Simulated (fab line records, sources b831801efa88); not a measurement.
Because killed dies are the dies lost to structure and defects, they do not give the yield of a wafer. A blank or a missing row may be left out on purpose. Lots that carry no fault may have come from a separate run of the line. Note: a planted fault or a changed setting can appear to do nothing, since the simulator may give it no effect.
What tool caused it? + flow gf180mcu + 13 lots, 39 wafers sampled, at 4 steps of a route of 602

== WHAT THE GAUGES SHOWED, per wafer ==
GF_SAB_CD_MEAS_09 targets a cd of 420 nm. Usual: 420.8 nm for cd-nm, sd 1.8.
| lot  | measured     | on        | cd-nm (nm)        | flag |
|------|--------------|-----------|-------------------|------|
| L267 | day 14 21:16 | cd-sem-01 | 422.1 421.4 421.5 |      |
| L268 | day 15 13:09 | cd-sem-01 | 421.1 422.1 422.5 |      |
| L270 | day 16 06:18 | cd-sem-02 | 424.2 421.9 423.2 |      |
| L271 | day 16 17:56 | cd-sem-01 | 419.1 418.4 418.4 |      |
| L272 | day 17 09:34 | cd-sem-01 | 422.1 421.4 418.2 |      |
| L273 | day 17 12:33 | cd-sem-01 | 422.0 423.4 418.8 |      |
| L276 | day 18 06:44 | cd-sem-02 | 421.8 421.9 423.3 |      |
| L282 | day 20 12:06 | cd-sem-01 | 421.7 421.3 422.6 |      |
| L283 | day 20 21:00 | cd-sem-01 | 416.3 414.8 414.4 | OFF  |
| L284 | day 21 02:36 | cd-sem-02 | 411.7 408.6 412.1 | OFF  |
| L285 | day 21 09:44 | cd-sem-01 | 419.4 418.7 416.3 |      |
| L286 | day 21 20:42 | cd-sem-02 | 422.5 420.2 421.3 |      |
| L288 | day 22 12:53 | cd-sem-01 | 421.2 422.5 422.8 |      |

GF_SAB_OVL_MEAS_10. Usual: SAB_OVL 0.6 nm, standard deviation 1.4.
| lot  | measured     | on         | SAB_OVL (nm)   | flag |
|------|--------------|------------|----------------|------|
| L267 | day 14 21:23 | overlay-02 | 1.0 1.6 2.9    |      |
| L268 | day 15 13:16 | overlay-02 | -0.6 -0.7 0.2  |      |
| L270 | day 16 06:25 | overlay-01 | 1.9 2.5 2.9    |      |
| L271 | day 16 18:02 | overlay-02 | 2.1 2.3 2.2    |      |
| L272 | day 17 09:41 | overlay-02 | -0.1 -2.0 -0.7 |      |
| L273 | day 17 12:40 | overlay-01 | 0.6 -0.1 0.7   |      |
| L276 | day 18 06:50 | overlay-02 | 1.1 -0.3 0.8   |      |
| L282 | day 20 12:13 | overlay-01 | -0.6 -1.4 -1.0 |      |
| L283 | day 20 21:07 | overlay-01 | 0.2 2.7 1.0    |      |
| L284 | day 21 02:43 | overlay-02 | 2.0 -0.2 1.3   |      |
| L285 | day 21 09:50 | overlay-02 | 0.2 -0.8 0.3   |      |
| L286 | day 21 20:49 | overlay-01 | -0.7 -1.2 -1.7 |      |
| L288 | day 22 12:59 | overlay-02 | -1.4 -2.0 -2.4 |      |

== WHAT TOOL EACH LOT RAN ON (gives the tool, then ch and the chambers of the sampled wafers, and finally the start) ==
| lot  | GF_SAB_CVD_00                   | GF_SAB_DEVELOP_08                 |
|------|---------------------------------|-----------------------------------|
| L267 | pecvd-04 ch 0,1,2, day 14 01:07 | litho-track-01 ch 0, day 14 21:08 |
| L268 | pecvd-03 ch 0,2, day 14 15:56   | litho-track-04 ch 0, day 15 13:00 |
| L270 | pecvd-01 ch 0,1,2, day 15 08:13 | litho-track-01 ch 0, day 16 06:09 |
| L271 | pecvd-03 ch 1,2, day 15 19:52   | litho-track-02 ch 0, day 16 17:47 |
| L272 | pecvd-03 ch 1,2, day 16 10:38   | litho-track-02 ch 0, day 17 09:25 |
| L273 | pecvd-01 ch 0,1,2, day 16 12:58 | litho-track-04 ch 0, day 17 12:24 |
| L276 | pecvd-04 ch 0,1,2, day 17 08:24 | litho-track-04 ch 0, day 18 06:36 |
| L282 | pecvd-03 ch 0,2, day 19 12:15   | litho-track-01 ch 0, day 20 11:57 |
| L283 | pecvd-01 ch 0,1,2, day 19 20:47 | litho-track-04 ch 0, day 20 20:51 |
| L284 | pecvd-03 ch 0,1,2, day 20 02:39 | litho-track-04 ch 0, day 21 02:27 |
| L285 | pecvd-04 ch 1, day 20 09:38     | litho-track-02 ch 0, day 21 09:35 |
| L286 | pecvd-01 ch 0,2, day 20 21:40   | litho-track-01 ch 0, day 21 20:33 |
| L288 | pecvd-01 ch 0,2, day 21 13:30   | litho-track-02 ch 0, day 22 12:44 |
- GF_SAB_CVD_00: deposits SiO2 from TEOS, target thk 50 nm, time 4.9302 s.
- GF_SAB_DEVELOP_08: develop time 60 s.

== WHAT THE TOOLS THEMSELVES READ (means of the sampled wafers that have a number; where no wafer has one, the mark that the record gives instead) ==
GF_SAB_CVD_00. Usual: 712 W for heater-power-w, sd 81.
| lot  | tool     | heater-power-w (W) | flag |
|------|----------|--------------------|------|
| L267 | pecvd-04 | 730                |      |
| L268 | pecvd-03 | 591                |      |
| L270 | pecvd-01 | 815                |      |
| L271 | pecvd-03 | 731                |      |
| L272 | pecvd-03 | 747                |      |
| L273 | pecvd-01 | 798                |      |
| L276 | pecvd-04 | 688                |      |
| L282 | pecvd-03 | 627                |      |
| L283 | pecvd-01 | 768                |      |
| L284 | pecvd-03 | 717                |      |
| L285 | pecvd-04 | 686                |      |
| L286 | pecvd-01 | 768                |      |
| L288 | pecvd-01 | 795                |      |

GF_SAB_DEVELOP_08. Usual: 23.00 C for developer-temp-C, sd 0.1.
| lot  | tool           | developer-temp-C (C) | flag |
|------|----------------|----------------------|------|
| L267 | litho-track-01 | 22.94                |      |
| L268 | litho-track-04 | 22.91                |      |
| L270 | litho-track-01 | 22.98                |      |
| L271 | litho-track-02 | 22.98                |      |
| L272 | litho-track-02 | 22.98                |      |
| L273 | litho-track-04 | 22.87                |      |
| L276 | litho-track-04 | 23.04                |      |
| L282 | litho-track-01 | 22.94                |      |
| L283 | litho-track-04 | 20.74                | OFF  |
| L284 | litho-track-04 | 20.69                | OFF  |
| L285 | litho-track-02 | 23.10                |      |
| L286 | litho-track-01 | 23.11                |      |
| L288 | litho-track-02 | 23.04                |      |

== THE ANSWER, worked out from the rows above alone ==
Rule: lot off if the mean of its wafers having a number is beyond 3 standard deviations from the usual mean. Also off: a lot with no number at a reading for which 4 or more lots have one. Any other lot the step has rows for is counted as sound. Order of review: gauges by route order, followed by the tools' own readings, for which a lot's mean as printed above is used. The first step at which some lot is off is used, and at that step the reading that is off furthest; a lot without a number counts as furthest.
Off: L283, L284, at GF_SAB_CD_MEAS_09 (cd-nm).
A tool fits if, at a process step before that reading, it ran every lot that is off, and no sound lot after the first of them. The gauges at GF_SAB_CD_MEAS_09 aren't tried: what is off there is off at GF_SAB_DEVELOP_08 too, on other tools, and a gauge's error can't cause that. One candidate fits, namely litho-track-04 at GF_SAB_DEVELOP_08. A fault onset in the window from L276 (day 18 06:36, its last sound lot) to L283 (day 20 20:51, its first lot off) fits.
The tool's own readings at GF_SAB_DEVELOP_08 bear it out: on the lots that are off they differ by more than 5 times the standard deviation of the sound lots' means. developer-temp-C reads 20.71 C there against 22.99 C on the sound lots.

== WHAT HAD BEEN PUT IN BY THE SIMULATOR ==
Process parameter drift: litho-track-04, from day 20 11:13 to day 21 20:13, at GF_SAB_DEVELOP_08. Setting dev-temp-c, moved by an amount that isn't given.
Shown lots that were struck: L283, L284. The rule above found the same.
